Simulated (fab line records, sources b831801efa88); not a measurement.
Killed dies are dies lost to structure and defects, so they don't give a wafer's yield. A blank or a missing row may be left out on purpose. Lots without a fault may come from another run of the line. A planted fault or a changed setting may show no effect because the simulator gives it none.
fab line records | flow sky130
record lots=7 wafers=21 last_day=50
route steps=708 shown VT_ADJUST_NCORE@128 VT_ADJUST_HVTR@131
lots that met no fault: from a run of the same line without faults
start_h: hours from the record's first day to the start of the lot's first wafer shown | wait_h: hours since the lot's step before | " the same as in the row above | L1.1+2: a row that stands for several wafers | - no value, or no start given | * or withheld: withheld | < > ~ a bound
route shown NAME@n: a module of which the file shows steps, and the number in the route of the first | usual: mean/standard deviation of fault-free wafers | same: alike in all rows | chamber/n: place in a boat | sites: the reading at each site | _std_site: their standard deviation | _edge_site: outer sites' mean less inner sites' | radius_mm: how far each site lies from the wafer's centre | mask NAME#n: copy n | behind: the tool/chamber that last shaped the wafer | hold: why the lot was held/for how many hours/how that ended | device: the transistor (n, p or np) that didn't switch | end of line: the same wafers' tests at the end of the route | a step without rows: its recipe alone | killed: dies lost to structure and defects at the first sort, not the wafer's yield | map: a wafer's dies, x killed, . not, _ none there
set.NAME: the setting as run; set.NAME@STEP: as run at that earlier step | model.NAME: the simulator's own value behind a step, which no gauge read
lots at some steps of the route; a table a step, a row a wafer
services: from which hour (start_h, from the record's first day; less than 0 if before it) a tool's chamber was out of use, for how many hours, and why
## steps
# step SKY_VT_ADJUST_NCORE_IMPLANT_09
# recipe species=B energy_kev=10 dose_cm2=2.4e+12 tilt_deg=withheld
# step SKY_VT_ADJUST_NCORE_STRIP_10
# recipe chemistry=O2/N2 power_w=1400 pressure_mtorr=1500 platen_temp_c=withheld o2_flow_sccm=3000 n2_flow_sccm=300 overash_fraction=0.5
# usual chamber_pressure_mTorr=1500.1/1.4 drypump_motor_current_A=5.3/0.32 oes_product_au=0.716/0.0049 strip_time_to_endpoint_s=14.18/0.05
# columns lot.wafer tool chamber start_h wait_h chamber_pressure_mTorr drypump_motor_current_A oes_product_au rf_hours_counter_h strip_time_to_endpoint_s
L879.3 plasma_asher-04 1 200.84 0.1 1500.0 5.6 0.715 - 14.19
L879.5 " 1 " " 1499.1 5.6 0.718 - 14.18
L879.6 " 0 " " 1502.1 5.6 0.712 - 14.14
L881.1 plasma_asher-04 1 211.45 0.1 1501.8 5.6 0.725 10 14.15
L881.2 " 0 " " 1502.8 5.7 0.719 10 14.15
L881.6 " 0 " " 1501.4 5.6 0.720 - 14.12
L889.1 plasma_asher-02 0 259.60 0.1 1499.3 5.7 0.720 60 14.19
L889.2 " 1 " " 1500.8 5.5 0.720 60 14.19
L889.6 " 0 " " 1500.1 5.8 0.717 - 14.25
L890.2 plasma_asher-03 0 268.35 0.1 1499.9 4.8 0.718 43 14.12
L890.4 " 1 " " 1501.3 5.2 0.715 - 14.16
L890.5 " 0 " " 1500.5 4.9 0.709 - 14.18
L891.4 plasma_asher-03 1 272.43 0.1 1499.2 5.2 0.715 - 14.26
L891.5 " 1 " " 1501.5 5.2 0.712 - 14.26
L891.6 " 0 " " 1498.7 4.9 0.712 - 14.24
L896.1 plasma_asher-03 0 307.46 0.1 1498.4 4.9 0.708 47 14.17
L896.2 " 1 " " 1500.4 5.3 0.722 47 14.20
L896.6 " 0 " " 1499.3 4.9 0.719 - 14.20
L899.2 plasma_asher-03 1 328.95 0.1 1501.7 5.2 0.715 50 14.22
L899.3 " 0 " " 1500.3 4.9 0.716 - 14.19
L899.5 " 1 " " 1501.9 5.2 0.713 - 14.23
# step SKY_VT_ADJUST_NCORE_TW_MEAS_11
# usual VT_ADJUST_NCORE_TW=216.4/1.1
# columns lot.wafer tool chamber start_h wait_h VT_ADJUST_NCORE_TW
L879.3 film_metro-02 - 200.92 0.1 217.2
L879.5 " - " " 217.1
L879.6 " - " " 217.5
L881.1 film_metro-03 - 211.55 0.1 217.0
L881.2 " - " " 215.7
L881.6 " - " " 216.1
L889.1 film_metro-02 - 259.70 0.1 217.9
L889.2 " - " " 217.5
L889.6 " - " " 217.5
L890.2 film_metro-01 - 268.46 0.1 215.4
L890.4 " - " " 217.7
L890.5 " - " " 216.3
L891.4 film_metro-03 - 272.53 0.1 216.1
L891.5 " - " " 216.3
L891.6 " - " " 217.7
L896.1 film_metro-01 - 307.56 0.1 215.8
L896.2 " - " " 217.8
L896.6 " - " " 216.4
L899.2 film_metro-03 - 329.06 0.1 215.5
L899.3 " - " " 216.8
L899.5 " - " " 216.6
# step SKY_VT_ADJUST_HVTR_DEHYDRATE_00
# recipe temp_c=200 time_s=60
# step SKY_VT_ADJUST_HVTR_HMDS_01
# recipe prime_time_s=60 prime_temp_c=120
# step SKY_VT_ADJUST_HVTR_COAT_02
# recipe resist=NOVOLAK spin_rpm=3000 resist_thk_nm=1140
# step SKY_VT_ADJUST_HVTR_SOFTBAKE_03
# recipe temp_c=90 time_s=60 resist=NOVOLAK
# step SKY_VT_ADJUST_HVTR_EXPOSE_04
# recipe mask_id=HVTRM target_cd_nm=380 na=0.6 source_shape=conventional sigma_outer=0.6 dose_mj=150
# step SKY_VT_ADJUST_HVTR_PEB_05
# recipe temp_c=withheld time_s=* resist=NOVOLAK
# step SKY_VT_ADJUST_HVTR_DEVELOP_06
# recipe develop_time_s=60 dev_temp_c=23
# step SKY_VT_ADJUST_HVTR_CD_MEAS_07
# recipe target_cd_nm=380
# usual cd_nm=379.4/2.6
# columns lot.wafer tool chamber start_h wait_h cd_nm
L879.3 cd_sem-01 - 222.79 0.1 381.7
L879.5 " - " " 385.8
L879.6 " - " " 382.1
L881.1 cd_sem-01 - 233.10 0.1 379.0
L881.2 " - " " 382.0
L881.6 " - " " 380.9
L889.1 cd_sem-01 - 284.25 0.1 382.7
L889.2 " - " " 385.0
L889.6 " - " " 384.2
L890.2 cd_sem-01 - 292.97 0.1 381.4
L890.4 " - " " 383.2
L890.5 " - " " 385.2
L891.4 cd_sem-02 - 296.88 0.2 381.1
L891.5 " - " " 381.0
L891.6 " - " " 382.4
L896.1 cd_sem-01 - 334.18 0.1 379.1
L896.2 " - " " 381.2
L896.6 " - " " 379.2
L899.2 cd_sem-02 - 355.52 0.1 375.5
L899.3 " - " " 378.5
L899.5 " - " " 376.8
# step SKY_VT_ADJUST_HVTR_OVL_MEAS_08
# usual VT_ADJUST_HVTR_OVL=-1.0/1.4
# columns lot.wafer tool chamber start_h wait_h VT_ADJUST_HVTR_OVL[nm]
L879.3 overlay-02 - 222.88 0.1 -0.1
L879.5 " - " " -4.4
L879.6 " - " " -1.8
L881.1 overlay-02 - 233.22 0.1 -1.1
L881.2 " - " " -1.2
L881.6 " - " " -0.9
L889.1 overlay-02 - 284.37 0.1 -0.1
L889.2 " - " " -0.8
L889.6 " - " " 0.1
L890.2 overlay-01 - 293.07 0.1 0.0
L890.4 " - " " 0.9
L890.5 " - " " -0.8
L891.4 overlay-01 - 296.95 0.1 -1.0
L891.5 " - " " 0.5
L891.6 " - " " 1.1
L896.1 overlay-02 - 334.30 0.1 -0.8
L896.2 " - " " -0.1
L896.6 " - " " -1.7
L899.2 overlay-01 - 355.62 0.1 -2.7
L899.3 " - " " -1.2
L899.5 " - " " -2.0
# step SKY_VT_ADJUST_HVTR_IMPLANT_09
# recipe species=B energy_kev=10 dose_cm2=2.1e+12 tilt_deg=withheld
# usual beam_energy_keV=10.000/0.0034 beam_on_s=10.00/0.2
# columns lot.wafer tool chamber start_h wait_h beam_energy_keV beam_on_s
L879.3 implanter-04 0 222.96 0.1 9.997 9.78
L879.5 " 0 " " 9.992 9.83
L879.6 " 0 " " 9.998 9.82
L881.1 implanter-02 0 233.25 0.0 9.998 10.06
L881.2 " 0 " " 9.999 10.39
L881.6 " 0 " " 10.001 9.99
L889.1 implanter-03 - 284.40 0.0 - -
L889.2 " - " " - -
L889.6 " - " " - -
L890.2 implanter-02 - 293.13 0.0 - -
L890.4 " - " " - -
L890.5 " - " " - -
L891.4 implanter-04 - 297.05 0.1 - -
L891.5 " - " " - -
L891.6 " - " " - -
L896.1 implanter-02 0 334.33 0.0 10.001 10.24
L896.2 " 0 " " 10.002 10.03
L896.6 " 0 " " 10.000 9.82
L899.2 implanter-03 0 355.68 0.0 9.999 9.70
L899.3 " 0 " " 10.003 10.23
L899.5 " 0 " " 9.998 10.12
# step SKY_VT_ADJUST_HVTR_STRIP_10
# recipe chemistry=O2/N2 power_w=1400 pressure_mtorr=1500 platen_temp_c=withheld o2_flow_sccm=3000 n2_flow_sccm=300 overash_fraction=0.5
# usual chamber_pressure_mTorr=1499.9/1.3 drypump_motor_current_A=5.80/0.17 oes_product_au=0.715/0.0043 strip_time_to_endpoint_s=14.19/0.038
# columns lot.wafer tool chamber start_h wait_h chamber_pressure_mTorr drypump_motor_current_A oes_product_au rf_hours_counter_h strip_time_to_endpoint_s
L879.3 plasma_asher-04 0 223.09 0.1 1497.3 5.67 0.716 - 14.14
L879.5 " 0 " " 1499.3 5.66 0.717 - 14.11
L879.6 " 1 " " 1499.7 5.57 0.713 - 14.19
L881.1 plasma_asher-04 0 233.40 0.1 1500.0 5.67 0.714 12 14.14
L881.2 " 1 " " 1500.5 5.61 0.718 12 14.12
L881.6 " 0 " " 1498.8 5.63 0.712 - 14.15
L889.1 plasma_asher-01 0 284.55 0.1 1499.2 5.96 0.720 61 14.20
L889.2 " 1 " " 1499.9 5.98 0.711 61 14.15
L889.6 " 1 " " 1500.9 5.98 0.716 - 14.19
L890.2 plasma_asher-01 0 293.25 0.1 1499.8 5.94 0.712 62 14.15
L890.4 " 0 " " 1500.4 5.93 0.715 - 14.16
L890.5 " 1 " " 1502.2 6.00 0.721 - 14.18
L891.4 plasma_asher-01 0 297.16 0.1 1500.2 5.92 0.713 - 14.18
L891.5 " 1 " " 1502.2 5.98 0.711 - 14.21
L891.6 " 0 " " 1499.4 5.96 0.708 - 14.19
L896.1 plasma_asher-02 0 334.48 0.1 1501.4 5.77 0.714 68 14.17
L896.2 " 1 " " 1501.7 5.54 0.709 68 14.15
L896.6 " 1 " " 1500.8 5.54 0.714 - 14.15
L899.2 plasma_asher-04 0 355.80 0.1 1502.0 5.69 0.713 18 14.24
L899.3 " 0 " " 1500.2 5.65 0.716 - 14.24
L899.5 " 0 " " 1500.1 5.65 0.713 - 14.25
# step SKY_VT_ADJUST_HVTR_TW_MEAS_11
# usual VT_ADJUST_HVTR_TW=208.6/0.91
# columns lot.wafer tool chamber start_h wait_h VT_ADJUST_HVTR_TW
L879.3 film_metro-03 - 223.18 0.1 208.8
L879.5 " - " " 209.0
L879.6 " - " " 209.1
L881.1 film_metro-04 - 233.50 0.1 210.0
L881.2 " - " " 210.2
L881.6 " - " " 209.1
L889.1 film_metro-03 - 284.65 0.1 29.7
L889.2 " - " " 29.7
L889.6 " - " " 29.7
L890.2 film_metro-04 - 293.36 0.1 29.7
L890.4 " - " " 29.7
L890.5 " - " " 29.8
L891.4 film_metro-03 - 297.25 0.1 29.6
L891.5 " - " " 29.5
L891.6 " - " " 29.6
L896.1 film_metro-04 - 334.58 0.1 208.1
L896.2 " - " " 207.8
L896.6 " - " " 208.4
L899.2 film_metro-04 - 355.91 0.1 209.1
L899.3 " - " " 209.3
L899.5 " - " " 208.4
## services
# columns tool chamber start_h hours kind
plasma_asher-02 - 183.08 1.3 repair
plasma_asher-02 - 192.57 2.1 repair
implanter-02 - 197.42 2.1 repair
plasma_asher-03 - 220.43 4.1 repair
implanter-03 - 241.00 1.8 repair
plasma_asher-02 - 253.98 0.7 repair
plasma_asher-04 - 260.05 2.1 repair
plasma_asher-03 - 261.82 1.4 repair
implanter-03 - 263.39 1.2 repair
plasma_asher-04 - 279.58 28.1 pm
implanter-02 - 301.66 3.0 repair
implanter-02 - 304.62 3.6 pm
implanter-02 - 309.41 1.6 repair
plasma_asher-04 - 317.54 29.5 repair
## key
first_sign step=SKY_VT_ADJUST_HVTR_IMPLANT_09 reading=tool_record direction=missing
effect step=SKY_VT_ADJUST_HVTR_TW_MEAS_11 reading=VT_ADJUST_HVTR_TW direction=down sigmas=99+ usual=208.6 struck=29.7
met_at SKY_VT_ADJUST_HVTR_IMPLANT_09
struck_wafers L889.1,L889.2,L889.6,L890.2,L890.4,L890.5,L891.4,L891.5,L891.6
later_rows_left_out L889.1,L889.2,L889.6,L890.2,L890.4,L890.5,L891.4,L891.5,L891.6
sort_left_out L889.1,L889.2,L889.6,L890.2,L890.4,L890.5,L891.4,L891.5,L891.6
tester_left_out L889,L890,L891
onset_between 233.25 284.40
fault kind=skipped_step_whole tool=implanter-02,implanter-03,implanter-04 chamber=- onset_h=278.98 steps=SKY_VT_ADJUST_HVTR_IMPLANT_09 scope=struck_lots_only
# tester_left_out: of these lots the tester's yield and bins aren't shown, on N5 and GAA mostly nor the transistor test; their killed dies are dies lost to structure and defects alone, not to doping, threshold or leakage, so they don't give the yield
# sort_left_out: the simulated sort isn't trusted on such a fault, so these wafers' sort isn't shown, and their yield isn't known
# later_rows_left_out: the simulator's readings of these wafers behind a module that went badly wrong aren't trusted and aren't shown, but for the sort
